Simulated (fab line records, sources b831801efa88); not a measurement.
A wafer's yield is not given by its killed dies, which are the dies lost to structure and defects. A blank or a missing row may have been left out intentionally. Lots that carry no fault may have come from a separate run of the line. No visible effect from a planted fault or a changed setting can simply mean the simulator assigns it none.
Which of the tools did it? ; flow gf180mcu ; 13 lots, 39 wafers sampled, at 2 steps of a route of 602

## WHAT EACH GAUGE READ, for each wafer
GF_VT_IMPLANT_OVL_MEAS_18.
lot;measured;on;VT_IMPLANT_01_OVL (nm)
L722;day 6 07:05;overlay-02;0.1 -1.2 0.3
L724;day 6 16:22;overlay-01;0.8 -0.5 1.5
L726;day 7 07:10;overlay-02;-0.6 -0.2 0.2
L727;day 7 15:22;overlay-02;1.0 3.0 1.4
L729;day 8 01:43;overlay-01;1.4 1.2 -2.1
L737;day 10 06:13;overlay-01;-0.7 -1.7 -0.1
L739;day 10 20:01;overlay-01;-0.2 1.1 1.8
L740;day 11 02:55;overlay-02;0.6 0.2 0.2
L741;day 11 07:55;overlay-02;-0.1 -1.1 -1.4
L742;day 11 14:29;overlay-01;1.0 -1.1 1.7
L743;day 11 20:21;overlay-02;1.2 -0.8 -0.1
L744;day 12 04:07;overlay-02;1.2 0.3 -1.4
L745;day 12 12:05;overlay-02;-2.0 -3.7 0.0

GF_POLY_GATE_CD_MEAS_18.
lot;measured;on;cd_nm (nm)
L722;day 9 07:08;cd_sem-01;279.0 278.3 279.6
L724;day 9 18:14;cd_sem-02;278.8 278.8 281.0
L726;day 10 12:00;cd_sem-01;280.9 280.8 280.9
L727;day 10 19:19;cd_sem-01;282.4 277.8 280.4
L729;day 11 09:34;cd_sem-01;276.6 278.1 279.6
L737;day 13 23:13;cd_sem-02;279.7 277.3 280.3
L739;day 14 12:08;cd_sem-01;280.9 278.4 277.8
L740;day 14 17:44;cd_sem-01;284.6 281.0 284.2
L741;day 15 04:37;cd_sem-01;281.4 283.0 281.9
L742;day 15 10:21;cd_sem-02;282.3 278.0 281.2
L743;day 15 13:34;cd_sem-02;280.7 283.4 277.9
L744;day 16 01:32;cd_sem-02;277.6 284.8 281.4
L745;day 16 09:57;cd_sem-02;281.5 280.2 280.5

## WHAT TOOL EACH LOT RAN ON (gives the tool, then ch and the chambers of the sampled wafers, and finally the start)
No process step before these readings appears in the record.

## WHAT THE TOOLS THEMSELVES READ (means of the sampled wafers that have a number; where no wafer has one, the mark that the record gives instead)
The record holds no such reading with a usual standard deviation.

## THE ANSWER, worked out from the rows above alone
Rule: the lots themselves supply what counts as usual. Put in order of their means at a reading, lots are off if they are a third of the lots or fewer, leave a main group of 4 or more, and stand apart from it by a gap of 3 or more times the standard deviation of the main group's means; of several such gaps the widest counts. Not used: any main group whose means are identical at the precision the tables above print for the reading. A lot without any number at a reading at which 4 lots or more have one is off too. Any other lot the step has rows for is counted as sound. After the gauges, taken in route order, come the tools' own readings; for these a lot's mean is taken, as printed above. At the first step where some lot is off, the reading lying furthest off is the one used; lots without a number count as furthest.
No lot is off at any reading shown: from this, nothing can be told.

## WHAT HAD BEEN PUT IN BY THE SIMULATOR
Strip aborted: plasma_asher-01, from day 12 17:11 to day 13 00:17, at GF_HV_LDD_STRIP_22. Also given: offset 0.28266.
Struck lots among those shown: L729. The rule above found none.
